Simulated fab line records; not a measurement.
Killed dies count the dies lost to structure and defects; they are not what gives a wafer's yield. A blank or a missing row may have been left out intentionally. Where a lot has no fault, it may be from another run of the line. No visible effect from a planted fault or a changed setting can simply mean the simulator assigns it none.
Which of the tools did it? / flow gf180mcu / 21 wafers from 7 lots sampled at 4 of the route's 602 steps

== WHAT EACH GAUGE READ, for each wafer ==
GF_M4_RS_MEAS_05: measures by four-point-probe.
lot=L476; measured=day 23 11:47; on=film metro-03; M4_ALCU_RS (ohm/sq)=0.0704 0.0691 0.0701
lot=L478; measured=day 24 08:11; on=film metro-02; M4_ALCU_RS (ohm/sq)=0.0698 0.0694 0.0707
lot=L481; measured=day 25 02:22; on=film metro-03; M4_ALCU_RS (ohm/sq)=0.0696 0.0695 0.0697
lot=L483; measured=day 25 18:52; on=film metro-03; M4_ALCU_RS (ohm/sq)=0.0694 0.0695 0.0708
lot=L487; measured=day 26 19:08; on=film metro-03; M4_ALCU_RS (ohm/sq)=0.0685 0.0679 0.0694
lot=L494; measured=day 28 21:17; on=film metro-03; M4_ALCU_RS (ohm/sq)=0.0685 0.0684 0.0678
lot=L496; measured=day 29 07:35; on=film metro-03; M4_ALCU_RS (ohm/sq)=0.0684 0.0694 0.0686

== WHICH TOOL RAN EACH LOT (tool, then ch and the chambers of the sampled wafers, then the start) ==
lot=L476; GF_M3_METAL_ETCH_16=rie metal-02 ch 0,1, day 22 09:19; GF_V3_CVD_02=pecvd-03 ch 1,2, day 22 10:05; GF_V3_STRIP_19=wet bench-04 ch 2, day 23 10:00
lot=L478; GF_M3_METAL_ETCH_16=rie metal-04 ch 0,1, day 23 05:22; GF_V3_CVD_02=pecvd-03 ch 0,1,2, day 23 06:33; GF_V3_STRIP_19=wet bench-04 ch 3, day 24 06:26
lot=L481; GF_M3_METAL_ETCH_16=rie metal-01 ch 0,1, day 24 02:10; GF_V3_CVD_02=pecvd-02 ch 0,2, day 24 03:04; GF_V3_STRIP_19=wet bench-02 ch 0, day 25 00:57
lot=L483; GF_M3_METAL_ETCH_16=rie metal-02 ch 1, day 24 18:43; GF_V3_CVD_02=pecvd-01 ch 0,2, day 24 19:36; GF_V3_STRIP_19=wet bench-02 ch 2, day 25 17:30
lot=L487; GF_M3_METAL_ETCH_16=rie metal-04 ch 0,1, day 25 19:43; GF_V3_CVD_02=pecvd-01 ch 0,1, day 25 20:27; GF_V3_STRIP_19=wet bench-04 ch 3, day 26 17:45
lot=L494; GF_M3_METAL_ETCH_16=rie metal-02 ch 0,1, day 27 21:54; GF_V3_CVD_02=pecvd-02 ch 0,1,2, day 27 22:41; GF_V3_STRIP_19=wet bench-02 ch 1, day 28 19:09
lot=L496; GF_M3_METAL_ETCH_16=rie metal-01 ch 0,1, day 28 09:28; GF_V3_CVD_02=pecvd-03 ch 1,2, day 28 10:16; GF_V3_STRIP_19=wet bench-03 ch 0, day 29 06:09
- GF_M3_METAL_ETCH_16: etches the open film in Cl2/BCl3, stops on SiO2, target depth 627.5 nm, time 104.6 s.
- GF_V3_CVD_02: deposits SiO2 from TEOS, target thk 850 nm, time 94.851 s.
- GF_V3_STRIP_19: strips in post etch residue remover, time 1200 s.

== THE ANSWER, worked out from the rows above alone ==
Rule: the usual values come from the lots themselves. Put in order of their means at a reading, lots are off if they are a third of the lots or fewer, leave a main group of 4 or more, and stand apart from it by a gap of 3 or more times the standard deviation of the main group's means; of several such gaps the widest counts. If all means in a main group match to the digits the tables above print for the reading, that group is not used. Also off: a lot with no number at a reading for which 4 or more lots have one. Where the step has rows for the other lots, those lots are counted as sound.
Nothing can be told from this: no lot is off at any reading shown.

== WHAT THE SIMULATOR PUT IN ==
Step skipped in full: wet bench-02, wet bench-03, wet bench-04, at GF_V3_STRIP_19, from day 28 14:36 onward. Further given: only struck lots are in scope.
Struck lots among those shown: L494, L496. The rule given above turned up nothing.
